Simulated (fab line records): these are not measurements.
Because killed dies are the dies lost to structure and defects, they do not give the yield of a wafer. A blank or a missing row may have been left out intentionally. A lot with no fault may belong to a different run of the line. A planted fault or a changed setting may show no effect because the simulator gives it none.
Chamber matching	flow gf180mcu	4 sister chambers for GF_V4_CMP_26 on cmp-02
The step polishes, stops on SiO2, t overpolish 15 s, target thk 0 nm. 16 wafers are shown with their chamber, then 7 later ones without.

## WAFERS, EACH WITH ITS CHAMBER
wafer	chamber	motor current A (A)	time to endpoint s (s)
L477.1	3	10.3	84
L477.2	0	11.0	86
L477.6	1	10.6	83
L480.1	0	11.3	88
L480.3	2	9.6	93
L480.6	1	10.2	87
L486.2	1	10.0	90
L486.3	2	9.8	94
L492.2	1	10.7	80
L492.3	0	11.3	87
L492.5	3	10.1	86
L493.1	0	11.7	87
L493.2	1	10.9	84
L493.3	2	9.9	87
L497.1	0	11.9	88
L497.4	1	10.2	88

SIGNATURES (means of the wafers above)
reading	chamber 0	chamber 1	chamber 2	chamber 3	scatter within a chamber
motor current A	11.440	10.433	9.767	10.200	0.315
time to endpoint s	87.20	85.33	91.33	85.00	2.9
Rule: a wafer's distance from a chamber is the root of the sum, over the readings, of the square of ((its reading less the chamber's mean) divided by the reading's scatter). If the next closest chamber is less than 2 further off than the closest, the wafer can't be placed; otherwise it belongs to the closest. The scatter: the root of (the sum of the squares of (reading less its chamber's mean) over the shown wafers, divided by (wafers less chambers)).

## WAFERS WITH NO CHAMBER GIVEN
wafer	motor current A (A)	time to endpoint s (s)
L497.5	10.7	88
L499.1	10.0	92
L499.4	11.3	89
L499.5	9.4	91
L498.3	11.0	86
L498.4	10.2	86
L498.5	10.7	88

## EACH ONE'S CHAMBER
wafer	from the rows above	in truth
L497.5	can't be placed: 1 or 3 or 0 or 2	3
L499.1	can't be placed: 2 or 3 or 1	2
L499.4	0	0
L499.5	2	2
L498.3	can't be placed: 0 or 1 or 3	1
L498.4	can't be placed: 3 or 1 or 2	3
L498.5	can't be placed: 1 or 3 or 0 or 2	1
2 of 7 placed correctly. These rows do not allow placing 5 (true chamber among the candidates in 5). 0 placed wrongly.
